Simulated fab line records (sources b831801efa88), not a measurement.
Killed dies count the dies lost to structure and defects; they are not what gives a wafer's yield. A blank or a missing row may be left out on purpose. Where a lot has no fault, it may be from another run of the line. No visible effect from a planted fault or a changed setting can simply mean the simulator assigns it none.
The same fault as seen by 2 desks :: flow sky130 :: each desk has only its own numbers; what lay behind them comes last

## TOOL OWNER'S DESK, litho-track-04
The tool's own readings at SKY_VIA1_HMDS_05 (prime time 60 s): means of the sampled wafers that have a number, for each lot that ran on this tool. The brackets show how far a lot's mean lies from the usual mean; more than 4 standard deviations puts the lot out of limits, marked OUT.
Columns: A = prime-temp-c at SKY_VIA1_HMDS_05, usual 120.01 C
lot: L324
first seen here: day 34 04:35
A: 120.05

lot: L327
first seen here: day 34 10:41
A: 119.94

lot: L336
first seen here: day 36 23:14
A: 116.10 (-30) OUT

lot: L339
first seen here: day 38 15:59
A: 116.26 (-29) OUT
This desk's finding: out of limits on L336, L339; first on L336, day 36 23:14 (prime-temp-c at SKY_VIA1_HMDS_05). In limits: L324, L327.

## AT THE METROLOGY DESK
Lot by lot, what the gauges showed, no matter which tool ran the lot: averages of those sampled wafers that carry a number. The brackets show how far a lot's mean lies from the usual mean; more than 4 standard deviations puts the lot out of limits, marked OUT.
Columns: A = METAL1_OVL at SKY_METAL1_OVL_MEAS_16, usual 5 nm
lot: L323
first seen here: day 32 06:55
A: 5

lot: L325
first seen here: day 33 09:22
A: 1

lot: L324
first seen here: day 33 15:31
A: 13

lot: L327
first seen here: day 33 22:34
A: -1

lot: L326
first seen here: day 34 03:52
A: 7

lot: L330
first seen here: day 34 21:22
A: 2

lot: L336
first seen here: day 36 09:31
A: 5

lot: L337
first seen here: day 36 20:31
A: 15

lot: L339
first seen here: day 38 03:01
A: 13

lot: L341
first seen here: day 38 19:55
A: 7

lot: L345
first seen here: day 39 07:40
A: -1

lot: L344
first seen here: day 39 09:34
A: 8
Result from this desk: across the 12 lots, nothing is out of limits.

## TAKEN TOGETHER
At day 36 23:14, on L336, L339, the tool owner's desk was in a position to raise an alarm.
Nothing out of limits was seen by the metrology desk.
The metrology desk holds a record of L336, L339, inside its limits.
The lots listed all ran SKY_VIA1_HMDS_05 on litho-track-04.

## WHAT WAS PUT IN BY THE SIMULATOR
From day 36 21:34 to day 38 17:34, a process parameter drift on litho-track-04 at SKY_VIA1_HMDS_05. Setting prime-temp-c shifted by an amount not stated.
Struck lots among those shown: L336, L339.
Delay in hours, fault start to first out-of-limits reading, by desk: the tool owner's desk at 2.
